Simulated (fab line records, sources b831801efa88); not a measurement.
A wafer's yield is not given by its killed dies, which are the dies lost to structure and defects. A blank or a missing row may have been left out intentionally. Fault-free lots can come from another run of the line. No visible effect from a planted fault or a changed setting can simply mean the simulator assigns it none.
The tool behind it: which one? -- flow gf180mcu -- Sampling: 12 lots, 36 wafers, 5 of 602 route steps

== WHAT EACH GAUGE READ, for each wafer ==
GF_TOP_METAL_CD_MEAS_14: target cd 440 nm.
lot,measured,on,cd_nm (nm)
L436,day 28 07:25,cd_sem-02,440.3 438.6 441.8
L438,day 28 19:42,cd_sem-01,437.2 437.3 434.9
L441,day 29 10:36,cd_sem-02,438.3 438.0 440.8
L442,day 30 00:42,cd_sem-02,440.8 438.3 440.5
L443,day 30 06:41,cd_sem-02,442.8 439.5 441.3
L444,day 30 18:47,cd_sem-02,440.2 439.6 440.8
L445,day 30 19:05,cd_sem-02,442.1 441.2 441.3
L449,day 32 02:04,cd_sem-02,438.5 440.0 437.7
L450,day 32 10:26,cd_sem-02,439.5 440.4 440.2
L451,day 32 17:14,cd_sem-01,442.1 442.5 443.6
L456,day 33 13:35,cd_sem-02,438.0 438.1 439.1
L458,day 34 01:11,cd_sem-01,440.8 441.4 440.9

GF_PASSIVATION_THK_MEAS_03.
lot,measured,on,PASSIVATION_CVD_02_THK (nm)
L436,day 28 08:45,film_metro-01,692 715 699
L438,day 28 21:01,film_metro-03,701 710 720
L441,day 29 11:55,film_metro-01,696 704 694
L442,day 30 02:05,film_metro-03,694 709 704
L443,day 30 07:59,film_metro-02,697 709 710
L444,day 30 20:08,film_metro-01,688 690 701
L445,day 30 20:38,film_metro-03,698 693 710
L449,day 32 03:22,film_metro-03,541 705 706
L450,day 32 11:49,film_metro-01,693 691 535
L451,day 32 18:40,film_metro-01,699 693 536
L456,day 33 14:53,film_metro-01,704 709 710
L458,day 34 02:34,film_metro-02,676 704 697

== WHICH TOOL RAN EACH LOT (tool, then ch and the chambers of the sampled wafers, then the start) ==
lot,GF_M4_SPUTTER_02,GF_M4_SPUTTER_03,GF_PASSIVATION_CVD_02
L436,"pvd_sputter-03, day 22 15:41","pvd_sputter-03, day 22 15:43","pecvd-02 ch 0,2, day 28 08:26"
L438,"pvd_sputter-03, day 23 06:52","pvd_sputter-03, day 23 06:54","pecvd-02 ch 0,2, day 28 20:43"
L441,"pvd_sputter-02, day 24 01:36","pvd_sputter-02, day 24 01:38","pecvd-01 ch 1,2, day 29 11:37"
L442,"pvd_sputter-02, day 24 18:14","pvd_sputter-02, day 24 18:16","pecvd-03 ch 0,1,2, day 30 01:47"
L443,"pvd_sputter-02, day 25 00:39","pvd_sputter-02, day 25 00:41","pecvd-03 ch 0,2, day 30 07:42"
L444,"pvd_sputter-03, day 25 10:44","pvd_sputter-03, day 25 10:46","pecvd-01 ch 1,2, day 30 19:50"
L445,"pvd_sputter-03, day 25 13:32","pvd_sputter-03, day 25 13:34","pecvd-02 ch 0,1, day 30 20:12"
L449,"pvd_sputter-03, day 27 01:29","pvd_sputter-03, day 27 01:31","pecvd-01 ch 0,1,2, day 32 03:11"
L450,"pvd_sputter-02, day 27 13:54","pvd_sputter-02, day 27 13:56","pecvd-01 ch 0,1,2, day 32 11:31"
L451,"pvd_sputter-04, day 27 21:17","pvd_sputter-04, day 27 21:19","pecvd-01 ch 0,1,2, day 32 18:22"
L456,"pvd_sputter-02, day 28 21:41","pvd_sputter-02, day 28 21:43","pecvd-03 ch 0,2, day 33 14:36"
L458,"pvd_sputter-02, day 29 11:20","pvd_sputter-02, day 29 11:22","pecvd-02 ch 0,1, day 34 02:16"
- GF_M4_SPUTTER_02: material AlCu, target thk 450 nm, time 23.9 s.
- GF_M4_SPUTTER_03: material Ti, target thk 10 nm, time 6.7 s.
- GF_PASSIVATION_CVD_02: deposits Si3N4, target thk 700 nm, time 486.18 s.

== WHAT THE TOOLS THEMSELVES READ (means of the sampled wafers that have a number; where no wafer has one, the mark that the record gives instead) ==
GF_M4_SPUTTER_02.
lot,tool,chamber_pressure_pa (Pa),throttle_valve_pct (%)
L436,pvd_sputter-03,0.3998,29.1
L438,pvd_sputter-03,0.4001,28.5
L441,pvd_sputter-02,0.3988,30.3
L442,pvd_sputter-02,0.4001,30.3
L443,pvd_sputter-02,0.3998,30.5
L444,pvd_sputter-03,0.3998,29.0
L445,pvd_sputter-03,0.3997,28.5
L449,pvd_sputter-03,0.4000,29.6
L450,pvd_sputter-02,0.4002,29.5
L451,pvd_sputter-04,0.4008,28.1
L456,pvd_sputter-02,0.3996,29.9
L458,pvd_sputter-02,0.3998,30.3

GF_M4_SPUTTER_03.
lot,tool,chamber_pressure_pa (Pa),throttle_valve_pct (%)
L436,pvd_sputter-03,0.3003,29.0
L438,pvd_sputter-03,0.2996,28.5
L441,pvd_sputter-02,0.2992,30.6
L442,pvd_sputter-02,0.3003,29.9
L443,pvd_sputter-02,0.2995,30.5
L444,pvd_sputter-03,0.2999,29.1
L445,pvd_sputter-03,0.3006,28.5
L449,pvd_sputter-03,0.3006,29.6
L450,pvd_sputter-02,0.3001,29.5
L451,pvd_sputter-04,0.2998,28.3
L456,pvd_sputter-02,0.3001,29.7
L458,pvd_sputter-02,0.2997,30.3

GF_PASSIVATION_CVD_02.
lot,tool,heater_power_w (W)
L436,pecvd-02,683
L438,pecvd-02,705
L441,pecvd-01,624
L442,pecvd-03,733
L443,pecvd-03,707
L444,pecvd-01,640
L445,pecvd-02,657
L449,pecvd-01,687
L450,pecvd-01,687
L451,pecvd-01,716
L456,pecvd-03,696
L458,pecvd-02,730

== THE ANSWER, worked out from the rows above alone ==
Rule: the usual values come from the lots themselves. The widest of any qualifying gaps counts: lots, ordered by their means at a reading, are off when they make up no more than a third of the lots, leave a main group of 4 or more, and stand apart from it by 3 or more times the standard deviation of that group's means. Not used: any main group whose means are identical at the precision the tables above print for the reading. Also off: a lot with no number at a reading for which 4 or more lots have one. All remaining lots with rows at the step are treated as sound. Order of review: gauges by route order, followed by the tools' own readings, for which a lot's mean as printed above is used. The first step at which some lot is off is used, and at that step the reading that is off furthest; a lot without a number counts as furthest.
Off: at GF_PASSIVATION_THK_MEAS_03 (PASSIVATION_CVD_02_THK), L449, L450, L451. The main group: mean 701 nm, standard deviation 5.8.
If a tool, at a process step before that reading, ran all the lots that are off and no sound lot after the first of them, it fits. Gauges at GF_PASSIVATION_THK_MEAS_03: tried the same way as those tools. One fits: pecvd-01 at GF_PASSIVATION_CVD_02. A fault onset in the window from L444 (day 30 19:50, its last sound lot) to L449 (day 32 03:11, its first lot off) fits.

== WHAT HAD BEEN PUT IN BY THE SIMULATOR ==
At GF_PASSIVATION_CVD_02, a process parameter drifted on pecvd-01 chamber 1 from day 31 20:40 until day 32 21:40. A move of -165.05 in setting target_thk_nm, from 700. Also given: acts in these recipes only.
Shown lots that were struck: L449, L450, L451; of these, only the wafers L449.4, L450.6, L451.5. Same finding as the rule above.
